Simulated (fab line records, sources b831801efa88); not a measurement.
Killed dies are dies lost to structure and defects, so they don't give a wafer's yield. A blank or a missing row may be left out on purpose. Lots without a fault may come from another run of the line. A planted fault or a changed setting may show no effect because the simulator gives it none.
Which tool did it? | flow sky130 | 6 lots, 17 wafers sampled, at 3 steps of a route of 708

WHAT THE GAUGES READ, wafer by wafer
SKY_METAL2_CD_MEAS_15: target cd 140 nm.
lot  | measured     | on        | cd_nm (nm)
L436 | day 36 22:47 | cd_sem-02 | 141.0 143.0 141.8
L442 | day 37 11:34 | cd_sem-01 | 139.4 138.9 138.7
L449 | day 39 15:49 | cd_sem-01 | 103.2 104.8
L453 | day 41 03:20 | cd_sem-01 | 142.9 141.4 141.3
L454 | day 41 11:29 | cd_sem-01 | 138.9 140.9 141.0
L457 | day 41 20:38 | cd_sem-02 | 139.9 140.2 139.9

WHICH TOOL RAN EACH LOT (tool, then ch and the chambers of the sampled wafers, then the start)
lot  | SKY_CONTACT_ETCH_16                | SKY_METAL2_EXPOSE_12
L436 | rie_diel-03 ch 1,2,3, day 33 11:29 | krf_scanner-01 ch 0, day 36 09:51
L442 | rie_diel-03 ch 2,3, day 33 23:35   | krf_scanner-01 ch 0, day 36 22:38
L449 | rie_diel-03 ch 0,3, day 36 06:23   | krf_scanner-01 ch 0, day 39 04:04
L453 | rie_diel-03 ch 0,1,3, day 37 21:37 | krf_scanner-02 ch 0, day 40 15:37
L454 | rie_diel-02 ch 0,3, day 38 06:29   | krf_scanner-02 ch 0, day 41 00:36
L457 | rie_diel-01 ch 0,1, day 38 16:02   | krf_scanner-02 ch 0, day 41 09:29
- SKY_CONTACT_ETCH_16: etches BARC in N2/H2, stops on SiO2, time 45.9 s, target depth 60 nm.
- SKY_METAL2_EXPOSE_12: exposes mask MM2, target cd 140 nm.

THE ANSWER, worked out from the rows above alone
Rule: what is usual is taken from the lots themselves. Put in order of their means at a reading, lots are off if they are a third of the lots or fewer, leave a main group of 4 or more, and stand apart from it by a gap of 3 or more times the standard deviation of the main group's means; of several such gaps the widest counts. A main group whose means are all the same, to the digits that the tables above print for the reading, isn't used. A lot without any number at a reading at which 4 lots or more have one is off too. The other lots that the step has rows for count as sound.
Off: L449, at SKY_METAL2_CD_MEAS_15 (cd_nm). The main group: mean 140.6 nm, standard deviation 1.1.
A tool fits if, at a process step before that reading, it ran every lot that is off, and no sound lot after the first of them. The gauges at SKY_METAL2_CD_MEAS_15 are tried like those tools. One fits: krf_scanner-01 at SKY_METAL2_EXPOSE_12. Its last sound lot is L442 (day 36 22:38), its first lot that is off L449 (day 39 04:04): a fault that began between those two fits.

WHAT THE SIMULATOR HAD PUT IN
Process parameter drift: krf_scanner-01, from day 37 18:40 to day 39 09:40, at SKY_METAL2_EXPOSE_12. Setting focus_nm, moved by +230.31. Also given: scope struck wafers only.
Lots struck among those shown: L449. The rule above found the same.
